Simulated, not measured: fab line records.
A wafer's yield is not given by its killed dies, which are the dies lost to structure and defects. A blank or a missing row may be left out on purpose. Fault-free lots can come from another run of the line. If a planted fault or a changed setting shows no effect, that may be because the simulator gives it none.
What tool caused it? -- flow sky130 -- 13 lots, 39 wafers sampled, at 2 steps of a route of 708

## WHAT THE GAUGES SHOWED, per wafer
SKY_VT_ADJUST_LVTN_TW_MEAS_21.
lot,measured,on,VT_ADJUST_LVTN_2_TW
L591,day 7 19:29,film metro-02,189.7 188.8 190.4
L592,day 8 02:50,film metro-03,189.6 187.8 188.8
L595,day 9 13:57,film metro-01,185.6 185.0 185.3
L596,day 9 19:11,film metro-03,190.2 189.3 188.1
L597,day 9 19:50,film metro-03,189.3 188.7 190.2
L601,day 10 22:02,film metro-01,186.4 186.7 186.5
L604,day 11 15:11,film metro-02,189.4 189.2 189.5
L605,day 11 18:22,film metro-03,188.4 188.8 187.7
L607,day 12 07:11,film metro-02,189.4 189.0 189.3
L610,day 13 01:51,film metro-01,186.3 186.9 186.1
L611,day 13 13:25,film metro-01,185.9 187.3 186.2
L612,day 13 23:31,film metro-01,187.0 186.7 187.1
L613,day 14 05:31,film metro-02,190.3 190.4 189.6

SKY_POLY_GATE_THK_MEAS_21.
lot,measured,on,POLY_GATE_OXIDATION_THK (nm)
L591,day 17 21:15,film metro-03,3.89 4.11 3.95
L592,day 17 18:44,film metro-03,3.97 3.95 3.97
L595,day 18 15:10,film metro-04,3.80 3.86 3.87
L596,day 19 02:47,film metro-01,3.93 4.00 3.94
L597,day 19 07:28,film metro-01,4.05 4.00 3.99
L601,day 20 17:08,film metro-03,3.89 3.98 4.00
L604,day 21 10:53,film metro-04,3.93 3.84 3.86
L605,day 21 17:07,film metro-03,4.02 4.10 4.00
L607,day 22 05:32,film metro-01,4.07 4.04 3.91
L610,day 23 10:55,film metro-03,3.79 3.85 3.89
L611,day 23 22:46,film metro-01,4.14 4.22 4.11
L612,day 24 12:16,film metro-04,4.15 4.21 4.09
L613,day 24 17:20,film metro-04,4.17 4.08 4.11

## WHAT TOOL EACH LOT RAN ON (gives the tool, then ch and the chambers of the sampled wafers, and finally the start)
There is no process step in the record ahead of these readings.

## WHAT THE TOOLS THEMSELVES READ (means of the sampled wafers that have a number; where no wafer has one, the mark that the record gives instead)
The record holds no such reading with a usual standard deviation.

## THE ANSWER, worked out from the rows above alone
Rule: the lots themselves supply what counts as usual. The widest of any qualifying gaps counts: lots, ordered by their means at a reading, are off when they make up no more than a third of the lots, leave a main group of 4 or more, and stand apart from it by 3 or more times the standard deviation of that group's means. The tables above print the reading to a certain number of digits; a main group whose means all agree to those digits is not used. A lot without any number at a reading at which 4 lots or more have one is off too. Where the step has rows for the other lots, those lots are counted as sound. First the gauges in route order, then the tools' own readings, where a lot's mean is used as printed above. At the first step where some lot is off, the reading lying furthest off is the one used; lots without a number count as furthest.
No lot is off at any reading shown: from this, nothing can be told.

## WHAT THE SIMULATOR HAD INSERTED
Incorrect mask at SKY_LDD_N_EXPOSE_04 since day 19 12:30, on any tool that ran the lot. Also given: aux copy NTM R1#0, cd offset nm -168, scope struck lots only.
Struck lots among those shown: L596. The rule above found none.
